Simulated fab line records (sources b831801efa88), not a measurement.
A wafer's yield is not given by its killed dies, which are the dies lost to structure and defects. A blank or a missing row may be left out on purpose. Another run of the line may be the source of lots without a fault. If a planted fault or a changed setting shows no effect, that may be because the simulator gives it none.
The same fault as seen by 2 desks || flow sky130 || each desk holds nothing but its own numbers, with what lay behind them at the end

== AT THE METROLOGY DESK ==
Lot by lot, what the gauges showed, no matter which tool ran the lot: averages of those sampled wafers that carry a number. If a lot's mean is further than 4 standard deviations from the usual mean, the lot is out of limits and carries the mark OUT (the distance appears in the brackets).
Columns: A = VT_ADJUST_LVTN_OVL at SKY_VT_ADJUST_LVTN_OVL_MEAS_07, usual 0.8 nm; B = VT_ADJUST_LVTN_TW at SKY_VT_ADJUST_LVTN_TW_MEAS_10, usual 241.3; C = VT_ADJUST_LVTN_01_OVL at SKY_VT_ADJUST_LVTN_OVL_MEAS_18, usual 0.4 nm; D = VT_ADJUST_LVTN_2_TW at SKY_VT_ADJUST_LVTN_TW_MEAS_21, usual 187.9
{"lot": "L800", "first seen here": "day 7 13:51", "A": 1.5, "B": 241.9, "C": 2.5, "D": 189.8}
{"lot": "L802", "first seen here": "day 7 22:14", "A": 0.4, "B": 239.3, "C": -0.4, "D": 186.8}
{"lot": "L807", "first seen here": "day 9 05:47", "A": 1.3, "B": 243.4, "C": 0.6, "D": 188.9}
{"lot": "L811", "first seen here": "day 10 05:53", "A": -0.8, "B": 240.2, "C": 0.5, "D": 187.6}
{"lot": "L817", "first seen here": "day 12 10:36", "A": 1.6, "B": 242.1, "C": 0.5, "D": "182.3 (-4.7) OUT"}
{"lot": "L818", "first seen here": "day 12 14:48", "A": 0.5, "B": 241.8, "C": -1.2, "D": "182.7 (-4.3) OUT"}
This desk reports L817, L818 out of limits; the earliest was L817 at day 13 11:59 (VT_ADJUST_LVTN_2_TW at SKY_VT_ADJUST_LVTN_TW_MEAS_21). L800, L802, L807, L811 stayed within limits.

== THE TOOL OWNER'S DESK: implanter-03 ==
SKY_VT_ADJUST_LVTN_IMPLANT_19, tool's own readings: per-lot mean of the sampled wafers with a number, covering each lot this tool ran. If a lot's mean is further than 4 standard deviations from the usual mean, the lot is out of limits and carries the mark OUT (the distance appears in the brackets).
Columns: A = faraday-current-uA at SKY_VT_ADJUST_LVTN_IMPLANT_19, usual 3.66
{"lot": "L802", "first seen here": "day 8 18:37", "A": 3.67}
{"lot": "L817", "first seen here": "day 13 11:44", "A": 3.75}
{"lot": "L818", "first seen here": "day 13 16:08", "A": 3.64}
This desk's verdict: no lot among the 3 shows anything out of limits.

== BROUGHT TOGETHER ==
On L817, L818, the metrology desk was in a position to raise an alarm at day 13 11:59.
The tool owner's desk saw nothing out of limits.
Tool owner's desk: L817, L818 on record, inside its limits.
The lots listed all ran SKY_VT_ADJUST_LVTN_IMPLANT_19 on implanter-03.

== WHAT THE SIMULATOR PUT IN ==
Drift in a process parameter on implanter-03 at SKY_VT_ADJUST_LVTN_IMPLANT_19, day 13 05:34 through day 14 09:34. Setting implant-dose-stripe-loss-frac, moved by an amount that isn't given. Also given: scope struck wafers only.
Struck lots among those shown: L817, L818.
Hours from the fault's start to each desk's first reading out of limits: the metrology desk, 6.
